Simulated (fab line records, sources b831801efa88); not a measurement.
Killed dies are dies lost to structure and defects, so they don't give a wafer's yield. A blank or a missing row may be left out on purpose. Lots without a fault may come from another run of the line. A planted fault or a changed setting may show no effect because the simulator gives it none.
fab line records | flow sky130
record lots=5 wafers=15 last_day=49
route steps=708 shown LI_CONTACT@373 LOCAL_INTERCONNECT@387
lots that met no fault: from a run of the same line without faults
start_h: hours from the record's first day to the start of the lot's first wafer shown | wait_h: hours since the lot's step before | " the same as in the row above | L1.1+2: a row that stands for several wafers | - no value, or no start given | * or withheld: withheld | < > ~ a bound
route shown NAME@n: a module of which the file shows steps, and the number in the route of the first | usual: mean/standard deviation of fault-free wafers | same: alike in all rows | chamber/n: place in a boat | sites: the reading at each site | _std_site: their standard deviation | _edge_site: outer sites' mean less inner sites' | radius_mm: how far each site lies from the wafer's centre | mask NAME#n: copy n | behind: the tool/chamber that last shaped the wafer | hold: why the lot was held/for how many hours/how that ended | device: the transistor (n, p or np) that didn't switch | end of line: the same wafers' tests at the end of the route | a step without rows: its recipe alone | killed: dies lost to structure and defects at the first sort, not the wafer's yield | map: a wafer's dies, x killed, . not, _ none there
set.NAME: the setting as run; set.NAME@STEP: as run at that earlier step | model.NAME: the simulator's own value behind a step, which no gauge read
lots at some steps of the route; a table a step, a row a wafer
services: from which hour (start_h, from the record's first day; less than 0 if before it) a tool's chamber was out of use, for how many hours, and why
## steps
# step SKY_LI_CONTACT_DEVELOP_11
# recipe develop_time_s=60 resist=KrF-thick dev_temp_c=21
# usual exhaust_pa=44.8/0.89
# columns lot.wafer tool chamber start_h wait_h exhaust_pa
L076.3 litho_track-03 0 - - 45.1
L076.4 " 0 " " 44.5
L076.6 " 0 " " 44.5
L082.2 litho_track-02 0 - - 46.3
L082.3 " 0 " " 47.2
L082.5 " 0 " " 45.0
L088.3 litho_track-03 0 - - 44.4
L088.5 " 0 " " 44.5
L088.6 " 0 " " 44.4
L092.2 litho_track-03 0 - - 44.6
L092.3 " 0 " " 45.5
L092.6 " 0 " " 46.0
L094.2 litho_track-01 0 - - 45.3
L094.5 " 0 " " 43.7
L094.6 " 0 " " 43.5
# step SKY_LI_CONTACT_CD_MEAS_12
# recipe target_cd_nm=170
# usual cd_nm=170.4/1.4
# columns lot.wafer tool chamber start_h wait_h cd_nm
L076.3 cd_sem-02 - 696.88 - 170.8
L076.4 " - " " 171.1
L076.6 " - " " 169.0
L082.2 cd_sem-02 - 749.55 - 171.7
L082.3 " - " " 170.9
L082.5 " - " " 171.6
L088.3 cd_sem-01 - 790.53 - 170.7
L088.5 " - " " 172.0
L088.6 " - " " 171.2
L092.2 cd_sem-01 - 824.36 - 168.7
L092.3 " - " " 169.3
L092.6 " - " " 169.3
L094.2 cd_sem-02 - 831.21 - 169.9
L094.5 " - " " 170.9
L094.6 " - " " 171.1
# step SKY_LI_CONTACT_OVL_MEAS_13
# usual LI_CONTACT_OVL=-2/5.8
# columns lot.wafer tool chamber start_h wait_h LI_CONTACT_OVL[nm]
L076.3 overlay-01 - 696.98 0.1 6
L076.4 " - " " 1
L076.6 " - " " 4
L082.2 overlay-02 - 749.66 0.1 -6
L082.3 " - " " -2
L082.5 " - " " -2
L088.3 overlay-02 - 790.63 0.1 -8
L088.5 " - " " -9
L088.6 " - " " -13
L092.2 overlay-01 - 824.47 0.1 -5
L092.3 " - " " 0
L092.6 " - " " -5
L094.2 overlay-02 - 831.32 0.1 3
L094.5 " - " " 2
L094.6 " - " " 6
# step SKY_LI_CONTACT_ETCH_14
# recipe chemistry=N2/H2 target=BARC ion_energy_ev=200 source_w=500 bias_w=100 pressure_mtorr=30 n2_flow_sccm=100 h2_flow_sccm=200 stop_on=SiO2 time_s=45.9 target_depth_a=600
# usual drypump_motor_current_A=5.8/0.32 oes_product_au=0.855/0.005 rf_fwd_power_W=495.3/1.8 throttle_valve_pct=13.225/0.0087
# columns lot.wafer tool chamber start_h wait_h drypump_motor_current_A oes_product_au rf_fwd_power_W rf_hours_counter_h throttle_valve_pct
L076.3 rie_diel-03 1 697.00 0.0 5.8 0.857 493.4 10 13.237
L076.4 " 3 " " 6.0 0.856 492.8 9 13.240
L076.6 " 1 " " 5.8 0.847 492.7 - 13.218
L082.2 rie_diel-01 1 749.69 0.0 6.2 0.853 495.9 1 13.225
L082.3 " 0 " " 5.6 0.849 494.1 2 13.210
L082.5 " 2 " " 5.8 0.852 497.2 - 13.226
L088.3 rie_diel-04 0 790.65 0.0 6.2 0.851 496.5 21 13.219
L088.5 " 0 " " 6.2 0.844 497.7 - 13.228
L088.6 " 1 " " 6.0 0.857 491.0 - 13.239
L092.2 rie_diel-03 0 824.50 0.0 6.2 0.861 494.3 13 13.221
L092.3 " 1 " " 5.8 0.851 494.5 12 13.227
L092.6 " 3 " " 6.0 0.852 493.6 - 13.234
L094.2 rie_diel-01 2 831.35 0.0 5.8 0.870 493.6 5 13.226
L094.5 " 1 " " 6.1 0.854 495.7 - 13.212
L094.6 " 0 " " 5.6 0.860 494.1 - 13.219
# step SKY_LI_CONTACT_ETCH_15
# recipe target=PSG chemistry=C4F8/O2/Ar stop_on=Si taper_deg=4.15 mask_material=KrF-thick source_w=1500 bias_w=1200 pressure_mtorr=40 c4f8_flow_sccm=withheld O2_flow_sccm=6 Ar_flow_sccm=300 time_s=withheld target_depth_a=6000
# usual oes_product_au=0.837/0.0042 rf_fwd_power_W=1493/4.8
# columns lot.wafer tool chamber start_h wait_h oes_product_au rf_fwd_power_W
L076.3 rie_diel-03 1 697.04 0.0 0.832 1492
L076.4 " 3 " " 0.834 1485
L076.6 " 1 " " 0.833 1493
L082.2 rie_diel-01 1 749.73 0.0 0.837 1491
L082.3 " 0 " " 0.838 1490
L082.5 " 2 " " 0.838 1490
L088.3 rie_diel-04 0 790.69 0.0 0.833 1497
L088.5 " 0 " " 0.839 1506
L088.6 " 1 " " 0.835 1486
L092.2 rie_diel-03 0 824.54 0.0 0.838 1496
L092.3 " 1 " " 0.839 1497
L092.6 " 3 " " 0.837 1495
L094.2 rie_diel-01 2 831.39 0.0 0.836 1488
L094.5 " 1 " " 0.835 1495
L094.6 " 0 " " 0.837 1491
# step SKY_LI_CONTACT_STRIP_16
# recipe chemistry=O2/N2 power_w=1400 pressure_mtorr=1500 platen_temp_c=withheld o2_flow_sccm=3000 n2_flow_sccm=300 overash_fraction=0.5
# usual drypump_motor_current_A=5.9/0.37 oes_product_au=0.375/0.0053 strip_time_to_endpoint_s=3.48/0.038
# columns lot.wafer tool chamber start_h wait_h drypump_motor_current_A oes_product_au rf_hours_counter_h strip_time_to_endpoint_s
L076.3 plasma_asher-03 1 697.16 - 5.5 0.388 - 3.52
L076.4 " 0 " " 5.6 0.370 - 3.44
L076.6 " 0 " " 5.6 0.376 - 3.52
L082.2 plasma_asher-01 0 749.81 - 5.8 0.377 1 3.43
L082.3 " 0 " " 5.9 0.372 - 3.49
L082.5 " 0 " " 5.8 0.367 - 3.47
L088.3 plasma_asher-03 1 790.81 - 5.5 0.373 - 3.47
L088.5 " 1 " " 5.5 0.385 - 3.50
L088.6 " 0 " " 5.6 0.370 - 3.49
L092.2 plasma_asher-03 0 824.63 - 5.6 0.371 71 3.48
L092.3 " 0 " " 5.6 0.383 - 3.58
L092.6 " 1 " " 5.5 0.370 - 3.48
L094.2 plasma_asher-03 1 831.47 - 5.5 0.369 72 3.45
L094.5 " 1 " " 5.5 0.382 - 3.45
L094.6 " 0 " " 5.6 0.379 - 3.48
# step SKY_LI_CONTACT_CLEAN_17
# recipe chemistry=NMP time_s=600 temp_c=60 dry=n2_spin
# columns lot.wafer tool chamber start_h wait_h
L076.3+4+6 wet_bench-03 1 697.23 0.0
L082.2+3+5 wet_bench-02 1 749.91 0.1
L088.3+5+6 wet_bench-02 3 790.88 0.0
L092.2+3+6 wet_bench-03 1 824.73 0.1
L094.2+5+6 wet_bench-04 0 831.57 0.1
# step SKY_LI_CONTACT_PRE_CLEAN_18
# recipe gas=Ar time_s=5.6 bias_v=358
# columns lot.wafer tool chamber start_h wait_h
L076.3+4+6 pvd_sputter-02 - 697.42 0.0
L082.2+3+5 pvd_sputter-04 - 750.09 0.0
L088.3+5+6 pvd_sputter-01 - 791.05 0.0
L092.2+3+6 pvd_sputter-04 - 824.92 0.0
L094.2+5+6 pvd_sputter-04 - 831.76 0.0
# step SKY_LI_CONTACT_SPUTTER_19
# recipe material=Ti target_thk_nm=20 chamber_pressure_pa=5 power_w=2500 substrate_temp_c=200 time_s=106.37
# usual throttle_valve_pct=29.9/0.99
# columns lot.wafer tool chamber start_h wait_h throttle_valve_pct
L076.3 pvd_sputter-02 - 697.44 0.0 31.0
L076.4 " - " " 30.2
L076.6 " - " " 31.2
L082.2 pvd_sputter-04 - 750.11 0.0 30.6
L082.3 " - " " 29.3
L082.5 " - " " 31.1
L088.3 pvd_sputter-01 - 791.07 0.0 29.2
L088.5 " - " " 30.8
L088.6 " - " " 28.7
L092.2 pvd_sputter-04 - 824.94 0.0 29.5
L092.3 " - " " 31.0
L092.6 " - " " 29.7
L094.2 pvd_sputter-04 - 831.78 0.0 30.6
L094.5 " - " " 30.9
L094.6 " - " " 29.3
# step SKY_LI_CONTACT_SPUTTER_20
# recipe material=TiN target_thk_nm=20 chamber_pressure_pa=5 power_w=4000 time_s=80
# usual throttle_valve_pct=29.9/0.99
# columns lot.wafer tool chamber start_h wait_h throttle_valve_pct
L076.3 pvd_sputter-02 - 697.51 0.0 31.2
L076.4 " - " " 30.4
L076.6 " - " " 31.3
L082.2 pvd_sputter-04 - 750.19 0.0 30.6
L082.3 " - " " 29.3
L082.5 " - " " 31.0
L088.3 pvd_sputter-01 - 791.15 0.0 29.2
L088.5 " - " " 30.7
L088.6 " - " " 28.9
L092.2 pvd_sputter-04 - 825.01 0.0 29.1
L092.3 " - " " 31.1
L092.6 " - " " 29.7
L094.2 pvd_sputter-04 - 831.86 0.0 30.5
L094.5 " - " " 31.3
L094.6 " - " " 29.6
# step SKY_LI_CONTACT_CVD_21
# recipe material=W target_thk_nm=400 time_s=120.56 temp_c=400 pressure_torr=40
# usual heater_power_w=871/65 susceptor_temp_C=399.94/0.23
# columns lot.wafer tool chamber start_h wait_h heater_power_w susceptor_temp_C
L076.3 cvd_w-01 0 697.62 0.1 831 400.20
L076.4 " 1 " " 955 399.87
L076.6 " 1 " " 968 399.78
L082.2 cvd_w-02 1 750.25 0.0 929 399.80
L082.3 " 0 " " 786 400.21
L082.5 " 0 " " 783 400.38
L088.3 cvd_w-02 1 791.25 0.1 910 399.68
L088.5 " 0 " " 790 400.05
L088.6 " 1 " " 880 400.12
L092.2 cvd_w-02 1 825.08 0.0 880 399.65
L092.3 " 1 " " 898 399.84
L092.6 " 1 " " 909 399.86
L094.2 cvd_w-01 0 831.92 0.0 855 400.30
L094.5 " 1 " " 982 400.27
L094.6 " 0 " " 867 399.57
# step SKY_LI_CONTACT_RS_MEAS_22
# recipe thk_meas_gauge=four-point-probe reads=W_of_LI_CONTACT_CVD_21+TiN_of_LI_CONTACT_SPUTTER_20+Ti_of_LI_CONTACT_SPUTTER_19
# usual LI_CONTACT_W_RS=0.286/0.0031
# columns lot.wafer tool chamber start_h wait_h LI_CONTACT_W_RS[ohm/sq]
L076.3 film_metro-01 - 697.74 0.1 0.281
L076.4 " - " " 0.281
L076.6 " - " " 0.281
L082.2 film_metro-02 - 750.39 0.1 0.286
L082.3 " - " " 0.290
L082.5 " - " " 0.288
L088.3 film_metro-02 - 791.37 0.1 0.284
L088.5 " - " " 0.285
L088.6 " - " " 0.283
L092.2 film_metro-01 - 825.22 0.1 0.287
L092.3 " - " " 0.286
L092.6 " - " " 0.287
L094.2 film_metro-01 - 832.07 0.1 0.283
L094.5 " - " " 0.288
L094.6 " - " " 0.284
# step SKY_LI_CONTACT_THK_MEAS_23
# recipe thk_meas_gauge=xrf reads=W_of_LI_CONTACT_CVD_21
# usual LI_CONTACT_W_THK=416/6.1
# columns lot.wafer tool chamber start_h wait_h LI_CONTACT_W_THK[nm]
L076.3 film_metro-01 - 697.84 0.1 418
L076.4 " - " " 421
L076.6 " - " " 418
L082.2 film_metro-02 - 750.50 0.1 418
L082.3 " - " " 413
L082.5 " - " " 414
L088.3 film_metro-02 - 791.47 0.1 416
L088.5 " - " " 415
L088.6 " - " " 418
L092.2 film_metro-01 - 825.33 0.1 413
L092.3 " - " " 417
L092.6 " - " " 413
L094.2 film_metro-01 - 832.18 0.1 420
L094.5 " - " " 414
L094.6 " - " " 420
# step SKY_LI_CONTACT_CMP_24
# recipe stop_on=PSG t_overpolish_s=20 down_force_psi=3.5 platen_rpm=60 target_thk_nm=0 pad_velocity_m_s=0.94248
# usual motor_current_A=11.5/1.1 overpolish_run_s=20.000/0.0096 time_to_endpoint_s=96/3.6
# columns lot.wafer tool chamber start_h wait_h motor_current_A overpolish_run_s time_to_endpoint_s
L076.3 cmp-02 2 697.88 0.0 11.8 19.989 105
L076.4 " 0 " " 10.1 19.993 95
L076.6 " 3 " " 11.6 19.981 100
L082.2 cmp-02 0 750.95 0.4 10.0 19.996 101
L082.3 " 3 " " 11.2 19.991 102
L082.5 " 1 " " 11.4 19.999 100
L088.3 cmp-02 1 791.66 0.2 12.0 20.010 96
L088.6 " 2 " " 12.3 19.990 104
L088.5 " 3 " " 11.6 20.005 101
L092.2 cmp-02 2 825.38 0.0 11.6 20.012 94
L092.3 " 0 " " 10.4 19.987 93
L092.6 " 3 " " 11.0 20.016 93
L094.2 cmp-01 0 832.65 0.5 10.9 20.008 95
L094.5 " 1 " " 11.4 20.027 85
L094.6 " 2 " " 13.6 20.011 99
# step SKY_LOCAL_INTERCONNECT_SPUTTER_00
# recipe material=TiN target_thk_nm=100 temp_c=300 power_w=6500 time_s=83.3 chamber_pressure_pa=0.4
# usual susceptor_temp_C=300.00/0.18 throttle_valve_pct=30.0/0.99
# columns lot.wafer tool chamber start_h wait_h susceptor_temp_C throttle_valve_pct
L076.3 pvd_sputter-03 - 698.18 0.2 299.81 29.8
L076.4 " - " " 299.86 30.5
L076.6 " - " " 300.11 29.8
L082.2 pvd_sputter-02 - 751.25 0.2 299.90 28.7
L082.3 " - " " 299.75 31.1
L082.5 " - " " 299.80 31.7
L088.3 pvd_sputter-02 - 791.81 0.1 299.95 31.1
L088.5 " - " " 299.98 31.0
L088.6 " - " " 299.58 30.1
L092.2 pvd_sputter-03 - 825.68 0.2 299.76 30.3
L092.3 " - " " 299.69 30.0
L092.6 " - " " 299.75 29.8
L094.2 pvd_sputter-01 - 832.80 0.1 299.95 28.4
L094.5 " - " " 299.78 28.7
L094.6 " - " " 299.85 30.6
# step SKY_LOCAL_INTERCONNECT_RS_MEAS_01
# recipe thk_meas_gauge=four-point-probe reads=TiN_of_LOCAL_INTERCONNECT_SPUTTER_00
# usual LOCAL_INTERCONNECT_TIN_RS=14.16/0.17
# columns lot.wafer tool chamber start_h wait_h LOCAL_INTERCONNECT_TIN_RS[ohm/sq]
L076.3 film_metro-04 - 698.28 0.1 13.99
L076.4 " - " " 14.15
L076.6 " - " " 14.00
L082.2 film_metro-04 - 751.34 0.1 14.13
L082.3 " - " " 14.03
L082.5 " - " " 14.06
L088.3 film_metro-04 - 791.92 0.1 13.99
L088.5 " - " " 14.09
L088.6 " - " " 13.93
L092.2 film_metro-04 - 825.76 0.1 13.93
L092.3 " - " " 14.00
L092.6 " - " " 13.97
L094.2 film_metro-03 - 832.89 0.1 14.44
L094.5 " - " " 14.46
L094.6 " - " " 14.32
# step SKY_LOCAL_INTERCONNECT_THK_MEAS_02
# recipe thk_meas_gauge=xrf reads=TiN_of_LOCAL_INTERCONNECT_SPUTTER_00
# usual LOCAL_INTERCONNECT_TIN_THK=99.7/1.2
# columns lot.wafer tool chamber start_h wait_h LOCAL_INTERCONNECT_TIN_THK[nm]
L076.3 film_metro-04 - 698.38 0.1 101.3
L076.4 " - " " 100.3
L076.6 " - " " 100.9
L082.2 film_metro-04 - 751.45 0.1 99.1
L082.3 " - " " 100.3
L082.5 " - " " 100.3
L088.3 film_metro-04 - 792.02 0.1 100.9
L088.5 " - " " 100.3
L088.6 " - " " 100.7
L092.2 film_metro-04 - 825.87 0.1 101.4
L092.3 " - " " 100.3
L092.6 " - " " 101.0
L094.2 film_metro-03 - 833.00 0.1 97.7
L094.5 " - " " 97.4
L094.6 " - " " 98.3
# step SKY_LOCAL_INTERCONNECT_DEHYDRATE_03
# recipe temp_c=200 time_s=60
# usual exhaust_pa=44.8/0.87
# columns lot.wafer tool chamber start_h wait_h exhaust_pa
L076.3 litho_track-04 0 711.78 13.4 44.9
L076.4 " 0 " " 44.2
L076.6 " 0 " " 46.0
L082.2 litho_track-01 0 764.16 12.7 43.9
L082.3 " 0 " " 45.3
L082.5 " 0 " " 45.3
L088.3 litho_track-01 0 804.69 12.7 44.4
L088.5 " 0 " " 45.5
L088.6 " 0 " " 45.2
L092.2 litho_track-04 0 838.31 12.4 45.3
L092.3 " 0 " " 46.0
L092.6 " 0 " " 46.1
L094.2 litho_track-02 0 844.16 11.2 44.8
L094.5 " 0 " " 46.4
L094.6 " 0 " " 45.3
# step SKY_LOCAL_INTERCONNECT_HMDS_04
# recipe prime_time_s=60 prime_temp_c=120
# usual exhaust_pa=45.0/0.95
# columns lot.wafer tool chamber start_h wait_h exhaust_pa
L076.3 litho_track-04 0 711.93 0.1 44.5
L076.4 " 0 " " 44.4
L076.6 " 0 " " 44.6
L082.2 litho_track-01 0 764.31 0.1 43.5
L082.3 " 0 " " 44.5
L082.5 " 0 " " 43.3
L088.3 litho_track-01 0 804.84 0.1 44.2
L088.5 " 0 " " 45.6
L088.6 " 0 " " 46.9
L092.2 litho_track-04 0 838.46 0.1 46.2
L092.3 " 0 " " 46.1
L092.6 " 0 " " 45.4
L094.2 litho_track-02 0 844.31 0.1 45.7
L094.5 " 0 " " 45.4
L094.6 " 0 " " 46.1
# step SKY_LOCAL_INTERCONNECT_COAT_05
# recipe resist=BARC temp_c=withheld time_s=withheld spin_rpm=3000 resist_thk_nm=60
# usual exhaust_pa=44.7/0.98
# columns lot.wafer tool chamber start_h wait_h exhaust_pa
L076.3 litho_track-04 0 712.08 0.1 44.1
L076.4 " 0 " " 45.8
L076.6 " 0 " " 45.8
L082.2 litho_track-01 0 764.46 0.1 44.5
L082.3 " 0 " " 44.7
L082.5 " 0 " " 43.5
L088.3 litho_track-01 0 804.99 0.1 44.2
L088.5 " 0 " " 44.4
L088.6 " 0 " " 44.4
L092.2 litho_track-04 0 838.61 0.1 45.1
L092.3 " 0 " " 45.0
L092.6 " 0 " " 45.2
L094.2 litho_track-02 0 844.46 0.1 44.7
L094.5 " 0 " " 44.5
L094.6 " 0 " " 45.0
# step SKY_LOCAL_INTERCONNECT_COAT_06
# recipe resist=KrF-thick spin_rpm=3000 resist_thk_nm=450
# usual exhaust_pa=45.1/1.1
# columns lot.wafer tool chamber start_h wait_h exhaust_pa
L076.3 litho_track-04 0 - - 42.0
L076.4 " 0 " " 43.3
L076.6 " 0 " " 43.2
L082.2 litho_track-01 0 - - 44.7
L082.3 " 0 " " 44.4
L082.5 " 0 " " 44.9
L088.3 litho_track-01 0 - - 44.7
L088.5 " 0 " " 43.9
L088.6 " 0 " " 43.5
L092.2 litho_track-04 0 - - 44.2
L092.3 " 0 " " 43.8
L092.6 " 0 " " 43.9
L094.2 litho_track-02 0 - - 44.1
L094.5 " 0 " " 45.5
L094.6 " 0 " " 44.8
# step SKY_LOCAL_INTERCONNECT_SOFTBAKE_07
# recipe temp_c=100 time_s=90 resist=KrF-thick
# usual exhaust_pa=45.0/0.82
# columns lot.wafer tool chamber start_h wait_h exhaust_pa
L076.3 litho_track-04 0 - - 44.8
L076.4 " 0 " " 44.8
L076.6 " 0 " " 44.6
L082.2 litho_track-01 0 - - 44.9
L082.3 " 0 " " 44.5
L082.5 " 0 " " 44.8
L088.3 litho_track-01 0 - - 44.5
L088.5 " 0 " " 44.6
L088.6 " 0 " " 44.2
L092.2 litho_track-04 0 - - 45.6
L092.3 " 0 " " 45.0
L092.6 " 0 " " 44.7
L094.2 litho_track-02 0 - - 44.8
L094.5 " 0 " " 46.3
L094.6 " 0 " " 46.0
# step SKY_LOCAL_INTERCONNECT_EXPOSE_08
# recipe mask_id=LI1M na=0.8 source_shape=annular sigma_inner=0.55 sigma_outer=0.85 target_cd_nm=170 dose_mj=28
# same na=0.8
# columns lot.wafer tool chamber start_h wait_h mask
L076.3+4+6 krf_scanner-02 0 - - LI1M#0
L082.2+3+5 krf_scanner-02 0 - - LI1M#0
L088.3+5+6 krf_scanner-01 0 - - LI1M#0
L092.2+3+6 krf_scanner-01 0 - - LI1M#0
L094.2+5+6 krf_scanner-01 0 - - LI1M#0
# step SKY_LOCAL_INTERCONNECT_PEB_09
# recipe peb_temp_c=withheld peb_time_s=withheld resist=KrF-thick
# usual exhaust_pa=45.2/0.9
# columns lot.wafer tool chamber start_h wait_h exhaust_pa
L076.3 litho_track-02 0 - - 46.1
L076.4 " 0 " " 45.7
L076.6 " 0 " " 46.2
L082.2 litho_track-02 0 - - 44.5
L082.3 " 0 " " 44.5
L082.5 " 0 " " 44.2
L088.3 litho_track-01 0 - - 46.3
L088.5 " 0 " " 45.1
L088.6 " 0 " " 45.8
L092.2 litho_track-04 0 - - 46.5
L092.3 " 0 " " 46.8
L092.6 " 0 " " 46.4
L094.2 litho_track-02 0 - - 46.3
L094.5 " 0 " " 45.5
L094.6 " 0 " " 47.2
# step SKY_LOCAL_INTERCONNECT_DEVELOP_10
# recipe develop_time_s=60 resist=KrF-thick dev_temp_c=21
# usual exhaust_pa=45.0/1.1
# columns lot.wafer tool chamber start_h wait_h exhaust_pa
L076.3 litho_track-02 0 - - 46.2
L076.4 " 0 " " 46.1
L076.6 " 0 " " 45.9
L082.2 litho_track-02 0 - - 46.2
L082.3 " 0 " " 45.3
L082.5 " 0 " " 45.3
L088.3 litho_track-01 0 - - 46.1
L088.5 " 0 " " 47.4
L088.6 " 0 " " 46.9
L092.2 litho_track-04 0 - - 44.5
L092.3 " 0 " " 44.1
L092.6 " 0 " " 45.1
L094.2 litho_track-02 0 - - 45.3
L094.5 " 0 " " 45.4
L094.6 " 0 " " 45.1
# step SKY_LOCAL_INTERCONNECT_CD_MEAS_11
# recipe target_cd_nm=170
# usual cd_nm=169.8/1.5
# columns lot.wafer tool chamber start_h wait_h cd_nm
L076.3 cd_sem-02 - 726.22 - 169.8
L076.4 " - " " 169.1
L076.6 " - " " 168.9
L082.2 cd_sem-02 - 777.90 - 170.4
L082.3 " - " " 170.2
L082.5 " - " " 171.6
L088.3 cd_sem-02 - 817.63 - 168.2
L088.5 " - " " 169.8
L088.6 " - " " 169.3
L092.2 cd_sem-02 - 851.90 - 168.2
L092.3 " - " " 166.9
L092.6 " - " " 169.9
L094.2 cd_sem-02 - 858.65 - 166.7
L094.5 " - " " 168.0
L094.6 " - " " 166.5
# step SKY_LOCAL_INTERCONNECT_OVL_MEAS_12
# usual LOCAL_INTERCONNECT_OVL=0/5.2
# columns lot.wafer tool chamber start_h wait_h LOCAL_INTERCONNECT_OVL[nm]
L076.3 overlay-01 - 726.31 0.1 -5
L076.4 " - " " 6
L076.6 " - " " -1
L082.2 overlay-02 - 778.01 0.1 -12
L082.3 " - " " -6
L082.5 " - " " 0
L088.3 overlay-01 - 817.72 0.1 4
L088.5 " - " " -1
L088.6 " - " " 8
L092.2 overlay-02 - 852.01 0.1 1
L092.3 " - " " 1
L092.6 " - " " -4
L094.2 overlay-02 - 858.76 0.1 -2
L094.5 " - " " 6
L094.6 " - " " 4
# step SKY_LOCAL_INTERCONNECT_ETCH_13
# recipe chemistry=N2/H2 target=BARC ion_energy_ev=200 bias_w=100 pressure_mtorr=30 n2_flow_sccm=100 h2_flow_sccm=200 icp_w=500 stop_on=SiO2 time_s=45.9 target_depth_a=600
# usual drypump_motor_current_A=5.8/0.33 oes_product_au=0.855/0.0052 rf_fwd_power_W=495.6/2.2 throttle_valve_pct=13.226/0.0085
# columns lot.wafer tool chamber start_h wait_h drypump_motor_current_A oes_product_au rf_fwd_power_W rf_hours_counter_h throttle_valve_pct
L076.3 rie_metal-03 0 726.36 0.0 5.9 0.865 493.0 - 13.239
L076.4 " 1 " " 5.8 0.857 495.0 - 13.217
L076.6 " 0 " " 6.0 0.867 493.9 - 13.216
L082.2 rie_metal-04 0 778.04 0.0 6.2 0.854 498.2 9 13.243
L082.3 " 1 " " 5.4 0.857 501.8 - 13.223
L082.5 " 0 " " 6.2 0.846 498.3 - 13.218
L088.3 rie_metal-04 1 817.77 0.0 5.4 0.846 497.0 - 13.220
L088.5 " 1 " " 5.4 0.848 496.8 - 13.212
L088.6 " 0 " " 6.2 0.857 493.4 - 13.225
L092.2 rie_metal-04 0 852.04 0.0 6.2 0.849 495.5 11 13.231
L092.3 " 1 " " 5.4 0.866 495.6 - 13.217
L092.6 " 1 " " 5.4 0.858 497.3 - 13.211
L094.2 rie_metal-03 1 858.79 0.0 5.8 0.852 493.0 15 13.217
L094.5 " 1 " " 5.8 0.854 493.1 - 13.218
L094.6 " 0 " " 6.0 0.851 496.2 - 13.232
# step SKY_LOCAL_INTERCONNECT_METAL_ETCH_14
# recipe target_depth_nm=110 stop_on=PSG chemistry=Cl2/BCl3 target=TiN resist_sidewall_deg=88 pressure_mtorr=10 icp_w=900 bias_w=48.5 Cl2_flow_sccm=60 bcl3_flow_sccm=30 time_s=31.4
# usual drypump_motor_current_A=5.8/0.33 oes_product_au=0.940/0.0078 rf_fwd_power_W=890/4.4 throttle_valve_pct=21.901/0.01
# columns lot.wafer tool chamber start_h wait_h drypump_motor_current_A oes_product_au rf_fwd_power_W rf_hours_counter_h throttle_valve_pct
L076.3 rie_metal-03 0 726.42 0.0 5.9 0.943 892 - 21.897
L076.4 " 1 " " 5.7 0.941 888 - 21.896
L076.6 " 0 " " 6.0 0.947 888 - 21.909
L082.2 rie_metal-04 0 778.10 0.0 6.2 0.935 890 9 21.889
L082.3 " 1 " " 5.4 0.947 893 - 21.896
L082.5 " 0 " " 6.2 0.946 893 - 21.883
L088.3 rie_metal-04 1 817.83 0.0 5.4 0.949 894 - 21.900
L088.5 " 1 " " 5.4 0.943 893 - 21.888
L088.6 " 0 " " 6.2 0.955 887 - 21.893
L092.2 rie_metal-04 0 852.10 0.0 6.2 0.957 887 11 21.902
L092.3 " 1 " " 5.4 0.952 895 - 21.916
L092.6 " 1 " " 5.4 0.950 896 - 21.905
L094.2 rie_metal-03 1 858.85 0.0 5.8 0.931 891 15 21.918
L094.5 " 1 " " 5.8 0.937 885 - 21.900
L094.6 " 0 " " 5.9 0.931 896 - 21.914
# step SKY_LOCAL_INTERCONNECT_STRIP_15
# recipe chemistry=O2/N2 power_w=1400 pressure_mtorr=1500 platen_temp_c=withheld o2_flow_sccm=3000 n2_flow_sccm=300 overash_fraction=0.5
# usual drypump_motor_current_A=5.4/0.36 oes_product_au=0.427/0.0048 strip_time_to_endpoint_s=4.727/0.019
# columns lot.wafer tool chamber start_h wait_h drypump_motor_current_A oes_product_au rf_hours_counter_h strip_time_to_endpoint_s
L076.3 plasma_asher-04 0 726.48 0.1 4.8 0.431 - 4.746
L076.4 " 1 " " 5.4 0.421 - 4.748
L076.6 " 1 " " 5.3 0.431 - 4.734
L082.2 plasma_asher-04 0 778.15 0.0 4.7 0.422 96 4.736
L082.3 " 1 " " 5.3 0.430 - 4.723
L082.5 " 1 " " 5.3 0.428 - 4.725
L088.3 plasma_asher-01 1 817.89 0.1 5.6 0.423 - 4.717
L088.5 " 1 " " 5.6 0.418 - 4.719
L088.6 " 0 " " 5.9 0.428 - 4.772
L092.2 plasma_asher-04 0 852.15 0.0 4.7 0.423 103 4.742
L092.3 " 1 " " 5.4 0.423 - 4.738
L092.6 " 1 " " 5.4 0.422 - 4.733
L094.2 plasma_asher-03 0 858.90 0.0 5.6 0.425 75 4.717
L094.5 " 0 " " 5.6 0.428 - 4.711
L094.6 " 1 " " 5.5 0.425 - 4.732
# step SKY_LOCAL_INTERCONNECT_STRIP_16
# recipe chemistry=post_etch_residue_remover time_s=1200 temp_c=72.5
# columns lot.wafer tool chamber start_h wait_h
L076.3+4+6 wet_bench-01 0 726.55 0.0
L082.2+3+5 wet_bench-03 2 778.25 0.1
L088.3+5+6 wet_bench-01 0 817.96 0.0
L092.2+3+6 wet_bench-02 1 852.25 0.1
L094.2+5+6 wet_bench-01 1 859.00 0.1
# step SKY_LOCAL_INTERCONNECT_CLEAN_17
# recipe chemistry=IPA time_s=180 temp_c=25
# columns lot.wafer tool chamber start_h wait_h
L076.3+4+6 wet_bench-03 2 727.23 0.0
L082.2+3+5 wet_bench-02 3 778.62 0.0
L088.3+5+6 wet_bench-02 2 818.30 0.0
L092.2+3+6 wet_bench-01 1 852.59 0.0
L094.2+5+6 wet_bench-03 1 859.34 0.0
# step SKY_LOCAL_INTERCONNECT_CLEAN_18
# recipe chemistry=O3/DIW dry=n2_spin
# columns lot.wafer tool chamber start_h wait_h
L076.3+4+6 wet_bench-02 0 727.29 0.0
L082.2+3+5 wet_bench-01 2 778.68 0.0
L088.3+5+6 wet_bench-03 0 818.36 0.0
L092.2+3+6 wet_bench-03 3 852.65 0.0
L094.2+5+6 wet_bench-02 3 859.40 0.0
## services
# columns tool chamber start_h hours kind
rie_metal-04 1 676.84 10.0 repair
rie_diel-03 2 683.25 3.7 repair
rie_metal-04 1 687.38 2.9 repair
rie_diel-03 - 703.94 0.5 repair
rie_diel-03 - 704.36 0.2 repair
rie_diel-03 0 708.00 8.7 repair
rie_diel-03 3 716.93 8.7 repair
pvd_sputter-02 - 717.27 3.4 repair
rie_diel-03 1 720.08 31.5 repair
rie_metal-04 - 723.48 15.6 pm
rie_diel-01 2 732.26 10.7 repair
pvd_sputter-04 - 737.25 5.2 repair
rie_metal-04 - 745.57 2.8 pm
rie_diel-01 3 749.35 9.6 repair
rie_diel-01 - 753.62 2.8 pm
pvd_sputter-02 - 785.77 3.3 repair
pvd_sputter-02 - 788.76 2.8 repair
rie_metal-03 - 791.15 1.8 repair
pvd_sputter-01 - 794.86 1.2 repair
rie_diel-03 1 795.40 7.5 repair
cmp-02 - 796.42 4.6 repair
pvd_sputter-04 - 804.81 5.1 repair
rie_diel-01 3 818.35 7.0 repair
cmp-02 - 824.73 0.3 repair
## key
fault none
